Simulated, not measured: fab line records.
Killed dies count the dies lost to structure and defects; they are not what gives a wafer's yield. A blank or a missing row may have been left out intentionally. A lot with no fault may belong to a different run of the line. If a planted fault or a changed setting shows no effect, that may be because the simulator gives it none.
Which of the tools did it? || flow sky130 || at 1 step of a route of 708, 12 lots with 36 wafers sampled

== WHAT EACH GAUGE READ, for each wafer ==
SKY_FIELD_ISO_THK_MEAS_02.
{"lot": "L075", "measured": "day 1 17:23", "on": "film-metro-01", "FIELD_ISO_OXIDATION_00_THK (nm)": "12.06 11.94 11.87"}
{"lot": "L077", "measured": "day 2 03:29", "on": "film-metro-02", "FIELD_ISO_OXIDATION_00_THK (nm)": "11.85 11.96 11.89"}
{"lot": "L079", "measured": "day 2 13:58", "on": "film-metro-01", "FIELD_ISO_OXIDATION_00_THK (nm)": "11.84 11.80 12.02"}
{"lot": "L081", "measured": "day 2 23:43", "on": "film-metro-03", "FIELD_ISO_OXIDATION_00_THK (nm)": "11.67 11.85 11.60"}
{"lot": "L083", "measured": "day 3 11:05", "on": "film-metro-03", "FIELD_ISO_OXIDATION_00_THK (nm)": "12.07 12.20 11.96"}
{"lot": "L085", "measured": "day 3 21:47", "on": "film-metro-03", "FIELD_ISO_OXIDATION_00_THK (nm)": "12.23 12.32 12.21"}
{"lot": "L087", "measured": "day 4 08:21", "on": "film-metro-01", "FIELD_ISO_OXIDATION_00_THK (nm)": "11.41 11.67 11.74"}
{"lot": "L089", "measured": "day 4 15:08", "on": "film-metro-03", "FIELD_ISO_OXIDATION_00_THK (nm)": "12.05 11.92 11.96"}
{"lot": "L091", "measured": "day 5 00:38", "on": "film-metro-02", "FIELD_ISO_OXIDATION_00_THK (nm)": "11.74 11.63 11.70"}
{"lot": "L093", "measured": "day 5 11:20", "on": "film-metro-01", "FIELD_ISO_OXIDATION_00_THK (nm)": "11.71 11.85 11.92"}
{"lot": "L095", "measured": "day 5 21:12", "on": "film-metro-02", "FIELD_ISO_OXIDATION_00_THK (nm)": "12.17 12.09 11.86"}
{"lot": "L097", "measured": "day 6 08:39", "on": "film-metro-02", "FIELD_ISO_OXIDATION_00_THK (nm)": "12.15 12.18 11.98"}

== WHICH TOOL RAN EACH LOT (tool, then ch and the chambers of the sampled wafers, then the start) ==
There is no process step in the record ahead of these readings.

== THE ANSWER, worked out from the rows above alone ==
Rule: the usual values come from the lots themselves. Put in order of their means at a reading, lots are off if they are a third of the lots or fewer, leave a main group of 4 or more, and stand apart from it by a gap of 3 or more times the standard deviation of the main group's means; of several such gaps the widest counts. If all means in a main group match to the digits the tables above print for the reading, that group is not used. Also off: a lot with no number at a reading for which 4 or more lots have one. The other lots that the step has rows for count as sound.
Across all readings shown, no lot is off: no conclusion can be drawn from this.

== WHAT THE SIMULATOR HAD INSERTED ==
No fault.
